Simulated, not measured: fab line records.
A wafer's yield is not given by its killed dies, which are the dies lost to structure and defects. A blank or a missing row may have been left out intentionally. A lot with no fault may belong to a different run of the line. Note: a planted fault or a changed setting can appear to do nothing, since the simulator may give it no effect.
Matching of chambers :: flow gf180mcu :: GF_V4_CVD_02 on pecvd-02 has 3 sister chambers
The step deposits SiO2 from TEOS, target thk 850 nm, time 94.851 s. 3 wafers are shown with their chamber, then 7 later ones without.

== EACH WAFER AND ITS CHAMBER ==
wafer: L408.3
chamber: 0
heaterPowerW (W): 467

wafer: L416.4
chamber: 2
heaterPowerW (W): 663

wafer: L416.5
chamber: 1
heaterPowerW (W): 606

== WAFERS WITHOUT THEIR CHAMBER ==
wafer: L416.6
heaterPowerW (W): 543

wafer: L420.4
heaterPowerW (W): 616

wafer: L420.5
heaterPowerW (W): 552

wafer: L420.6
heaterPowerW (W): 551

wafer: L421.1
heaterPowerW (W): 597

wafer: L421.3
heaterPowerW (W): 563

wafer: L421.4
heaterPowerW (W): 602

== CHAMBER TAKEN BY EACH ==
wafer: L416.6
from the rows above: can't be placed: 1 or 0 or 2
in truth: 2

wafer: L420.4
from the rows above: can't be placed: 1 or 2
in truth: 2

wafer: L420.5
from the rows above: can't be placed: 1 or 0 or 2
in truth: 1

wafer: L420.6
from the rows above: can't be placed: 1 or 0 or 2
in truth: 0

wafer: L421.1
from the rows above: can't be placed: 1 or 2
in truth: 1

wafer: L421.3
from the rows above: can't be placed: 1 or 0 or 2
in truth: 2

wafer: L421.4
from the rows above: can't be placed: 1 or 2
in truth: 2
Correct placement for 0 of the 7. These rows do not allow placing 7 (true chamber among the candidates in 7). Placed wrongly: 0.
How it was worked out, from the rows above alone: a wafer's distance from a chamber is the root of the sum, over the readings, of the square of ((its reading less the chamber's mean) divided by the reading's scatter). The wafer belongs to the nearest chamber; if the next one is less than 2 further off, it can't be placed. The mean given for a chamber averages the wafers shown for that chamber. The scatter: root of mean squared gap, hidden wafer to nearest shown wafer, with one shown wafer a chamber.
